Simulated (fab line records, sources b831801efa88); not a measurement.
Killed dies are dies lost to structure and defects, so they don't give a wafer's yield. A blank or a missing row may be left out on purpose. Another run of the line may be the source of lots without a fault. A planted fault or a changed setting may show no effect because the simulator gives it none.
Which tool is to blame? -- flow gf180mcu -- 42 wafers from 14 lots sampled at 6 of the route's 602 steps

== WHAT EACH GAUGE READ, for each wafer ==
GF_STI_THK_MEAS_02.
lot,measured,on,STI_OXIDATION_THK (nm)
L993,day 1 18:12,filmMetro-01,9.63 9.82 9.76
L996,day 2 07:31,filmMetro-04,9.56 9.61 9.65
L997,day 2 12:31,filmMetro-04,10.08 10.19 10.14
L998,day 2 17:31,filmMetro-02,9.94 10.06 10.10
L999,day 2 23:05,filmMetro-04,9.79 10.09 9.95
L100,day 3 03:31,filmMetro-01,10.01 9.97 9.79
L101,day 3 08:37,filmMetro-02,9.76 10.04 9.98
L102,day 3 13:47,filmMetro-04,10.01 10.09 10.08
L104,day 3 23:47,filmMetro-01,9.86 9.75 9.75
L105,day 4 04:31,filmMetro-04,10.30 10.28 10.45
L106,day 4 09:43,filmMetro-01,9.69 9.84 9.89
L107,day 4 15:23,filmMetro-01,9.98 10.08 9.90
L108,day 4 19:31,filmMetro-02,10.24 9.93 10.15
L115,day 6 09:56,filmMetro-04,10.21 10.31 10.27

GF_LVPWELL_TW_MEAS_11.
lot,measured,on,LVPWELL_TW
L993,day 4 06:21,filmMetro-03,559.3 565.9 562.4
L996,day 4 19:50,filmMetro-02,563.4 562.4 562.6
L997,day 5 00:46,filmMetro-01,560.1 561.4 557.5
L998,day 5 08:28,filmMetro-01,563.1 560.9 558.7
L999,day 5 12:37,filmMetro-01,563.0 562.3 563.3
L100,day 5 16:38,filmMetro-01,562.3 559.8 559.7
L101,day 6 01:14,filmMetro-03,563.9 559.8 561.7
L102,day 6 04:49,filmMetro-02,560.4 559.3 558.8
L104,day 6 18:05,filmMetro-01,557.7 562.6 561.1
L105,day 6 22:46,filmMetro-03,556.0 560.1 564.6
L106,day 7 01:58,filmMetro-02,338.7 336.1 338.4
L107,day 7 09:17,filmMetro-03,338.9 338.7 339.0
L108,day 7 14:57,filmMetro-02,557.9 558.0 556.7
L115,day 9 09:03,filmMetro-01,561.1 559.3 561.3

GF_MVSD_OVL_MEAS_07.
lot,measured,on,MVSD_OVL (nm)
L993,day 4 19:45,overlay-02,1.7 0.7 -0.5
L996,day 5 09:56,overlay-02,-1.0 1.1 2.3
L997,day 5 14:49,overlay-01,-0.7 0.4 -2.9
L998,day 5 23:01,overlay-02,-0.8 -1.2 0.3
L999,day 6 03:23,overlay-01,2.9 2.8 2.4
L100,day 6 07:07,overlay-01,2.7 0.3 2.3
L101,day 6 16:08,overlay-02,2.4 2.0 2.2
L102,day 6 19:41,overlay-01,3.6 2.5 3.5
L104,day 7 09:49,overlay-01,1.0 0.7 4.1
L105,day 7 13:52,overlay-01,1.3 -0.6 1.3
L106,day 7 17:35,overlay-01,3.3 2.6 0.7
L107,day 8 00:35,overlay-02,-1.2 2.0 2.4
L108,day 8 07:13,overlay-01,-0.4 -0.6 2.4
L115,day 10 02:29,overlay-02,2.8 1.2 2.5

GF_VT_IMPLANT_RS_MEAS_48: the measuring method here is four-point-probe.
lot,measured,on,LVPWELL_RS (ohm/sq)
L993,day 8 00:53,filmMetro-02,1194.4 1199.2 1195.4
L996,day 8 17:15,filmMetro-01,1196.5 1196.4 1194.7
L997,day 8 22:04,filmMetro-02,1194.4 1196.0 1197.0
L998,day 9 06:34,filmMetro-03,1200.0 1199.7 1204.7
L999,day 9 14:24,filmMetro-01,1200.1 1199.2 1199.5
L100,day 9 17:02,filmMetro-02,1199.2 1195.5 1199.5
L101,day 10 01:48,filmMetro-01,1199.2 1200.5 1199.2
L102,day 10 08:02,filmMetro-02,1200.1 1200.3 1196.8
L104,day 10 23:32,filmMetro-03,1201.6 1197.4 1194.9
L105,day 11 03:49,filmMetro-01,1200.9 1203.6 1197.5
L106,day 11 09:31,filmMetro-02,3832.5 3820.9 3811.2
L107,day 11 18:35,filmMetro-01,3809.6 3820.2 3805.1
L108,day 12 01:30,filmMetro-01,1194.8 1192.0 1191.2
L115,day 14 03:49,filmMetro-03,1201.1 1200.1 1198.8

== EACH LOT AND THE TOOL THAT RAN IT (in order: tool; ch and the chambers of the sampled wafers; start) ==
lot,GF_LVPWELL_IMPLANT_08,GF_LVPWELL_STRIP_10
L993,"implanter-04 ch 0, day 4 05:59","plasmaAsher-02 ch 0,1, day 4 06:16"
L996,"implanter-03 ch 0, day 4 19:26","plasmaAsher-04 ch 0,1, day 4 19:43"
L997,"implanter-03 ch 0, day 5 00:22","plasmaAsher-03 ch 0,1, day 5 00:39"
L998,"implanter-03 ch 0, day 5 08:04","plasmaAsher-04 ch 0,1, day 5 08:21"
L999,"implanter-03 ch 0, day 5 12:13","plasmaAsher-02 ch 0,1, day 5 12:31"
L100,"implanter-04 ch 0, day 5 16:14","plasmaAsher-04 ch 0,1, day 5 16:32"
L101,"implanter-01 ch 0, day 6 00:52","plasmaAsher-03 ch 0,1, day 6 01:08"
L102,"implanter-03 ch 0, day 6 04:25","plasmaAsher-03 ch 0,1, day 6 04:43"
L104,"implanter-03 ch 0, day 6 17:41","plasmaAsher-03 ch 0,1, day 6 17:59"
L105,"implanter-03 ch 0, day 6 22:22","plasmaAsher-03 ch 1, day 6 22:39"
L106,"implanter-03, day 7 01:37","plasmaAsher-02 ch 0,1, day 7 01:52"
L107,"implanter-04, day 7 08:53","plasmaAsher-04 ch 0,1, day 7 09:11"
L108,"implanter-04 ch 0, day 7 14:33","plasmaAsher-04 ch 0,1, day 7 14:51"
L115,"implanter-04 ch 0, day 9 08:41","plasmaAsher-04 ch 0,1, day 9 08:58"
- GF_LVPWELL_IMPLANT_08
- GF_LVPWELL_STRIP_10: strips in O2/N2.

== WHAT THE TOOLS THEMSELVES READ (means of the sampled wafers that have a number; where no wafer has one, the mark that the record gives instead) ==
GF_LVPWELL_IMPLANT_08.
lot,tool,beamEnergyKeV,beamOnS (s)
L993,implanter-04,170.06,9.98
L996,implanter-03,170.02,10.01
L997,implanter-03,170.09,9.99
L998,implanter-03,170.00,9.94
L999,implanter-03,169.99,9.98
L100,implanter-04,169.96,10.22
L101,implanter-01,170.00,9.80
L102,implanter-03,169.95,10.09
L104,implanter-03,170.02,9.89
L105,implanter-03,169.97,10.11
L106,implanter-03,-,-
L107,implanter-04,-,-
L108,implanter-04,170.01,10.01
L115,implanter-04,169.99,10.00

GF_LVPWELL_STRIP_10.
lot,tool,drypumpMotorCurrentA (A),heaterPowerW (W),oesProductAu (a.u.),stripTimeToEndpointS (s)
L993,plasmaAsher-02,5.5,353,0.722,36.85
L996,plasmaAsher-04,5.4,321,0.721,37.05
L997,plasmaAsher-03,5.0,359,0.723,36.88
L998,plasmaAsher-04,6.0,318,0.717,36.98
L999,plasmaAsher-02,5.5,359,0.724,37.12
L100,plasmaAsher-04,6.0,311,0.725,37.01
L101,plasmaAsher-03,5.0,361,0.722,37.17
L102,plasmaAsher-03,5.0,347,0.723,36.96
L104,plasmaAsher-03,5.0,366,0.723,36.91
L105,plasmaAsher-03,5.0,376,0.725,37.16
L106,plasmaAsher-02,5.5,371,0.722,36.84
L107,plasmaAsher-04,6.0,314,0.718,36.98
L108,plasmaAsher-04,6.0,314,0.725,37.10
L115,plasmaAsher-04,6.0,314,0.722,36.98

== THE ANSWER, worked out from the rows above alone ==
Rule: the usual values come from the lots themselves. Put in order of their means at a reading, lots are off if they are a third of the lots or fewer, leave a main group of 4 or more, and stand apart from it by a gap of 3 or more times the standard deviation of the main group's means; of several such gaps the widest counts. Not used: any main group whose means are identical at the precision the tables above print for the reading. Also off: a lot with no number at a reading for which 4 or more lots have one. All remaining lots with rows at the step are treated as sound. The gauges are gone through in route order, then the tools' own readings, and for those a lot's mean is taken as printed above. The first step at which some lot is off is used, and at that step the reading that is off furthest; a lot without a number counts as furthest.
Off: at GF_LVPWELL_TW_MEAS_11 (LVPWELL_TW), L106, L107. For the main group the mean is 560.8 and the standard deviation 1.5.
If a tool, at a process step before that reading, ran all the lots that are off and no sound lot after the first of them, it fits. Not tried: the gauges at GF_LVPWELL_TW_MEAS_11; whatever is off there is also off at GF_LVPWELL_IMPLANT_08, on other tools, and gauge error can't account for it. None of those tried fits.

== WHAT WAS PUT IN BY THE SIMULATOR ==
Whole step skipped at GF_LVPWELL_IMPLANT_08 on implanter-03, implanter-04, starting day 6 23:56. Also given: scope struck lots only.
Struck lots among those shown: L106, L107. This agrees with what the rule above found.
